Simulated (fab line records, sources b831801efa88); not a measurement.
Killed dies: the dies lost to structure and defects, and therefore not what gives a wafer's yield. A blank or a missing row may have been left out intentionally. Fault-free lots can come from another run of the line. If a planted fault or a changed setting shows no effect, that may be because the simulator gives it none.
Which of the tools did it? | flow sfqLine | 6 lots, 18 wafers sampled, at 1 step of a route of 325

== WHAT EACH GAUGE READ, for each wafer ==
SFQ_R5_THK_MEAS_934: measures by xrf.
lot  | measured     | on           | R5_MONX_THK (nm)
L878 | day 51 09:36 | filmMetro-03 | 40.1 40.1 40.2
L880 | day 52 04:19 | filmMetro-03 | 40.5 39.6 40.2
L882 | day 52 17:34 | filmMetro-02 | 40.0 40.5 40.5
L886 | day 55 05:07 | filmMetro-03 | 41.3 41.2 41.5
L897 | day 61 06:41 | filmMetro-03 | 40.0 40.1 40.2
L899 | day 65 06:09 | filmMetro-03 | 39.7 39.6 39.5

== EACH LOT AND THE TOOL THAT RAN IT (in order: tool; ch and the chambers of the sampled wafers; start) ==
The record holds no process step before these readings.

== THE ANSWER, worked out from the rows above alone ==
Rule: usual is defined by the lots themselves. Put in order of their means at a reading, lots are off if they are a third of the lots or fewer, leave a main group of 4 or more, and stand apart from it by a gap of 3 or more times the standard deviation of the main group's means; of several such gaps the widest counts. A main group is skipped when, at the precision printed for the reading in the tables above, its means are all equal. Also off: a lot with no number at a reading for which 4 or more lots have one. Where the step has rows for the other lots, those lots are counted as sound.
Off: L886, seen at SFQ_R5_THK_MEAS_934 (R5_MONX_THK). The main group: mean 40.1 nm, standard deviation 0.24.
A tool fits if, at a process step before that reading, it ran every lot that is off, and no sound lot after the first of them. Gauges at SFQ_R5_THK_MEAS_934: tried the same way as those tools. None of those tried fits.

== WHAT THE SIMULATOR HAD PUT IN ==
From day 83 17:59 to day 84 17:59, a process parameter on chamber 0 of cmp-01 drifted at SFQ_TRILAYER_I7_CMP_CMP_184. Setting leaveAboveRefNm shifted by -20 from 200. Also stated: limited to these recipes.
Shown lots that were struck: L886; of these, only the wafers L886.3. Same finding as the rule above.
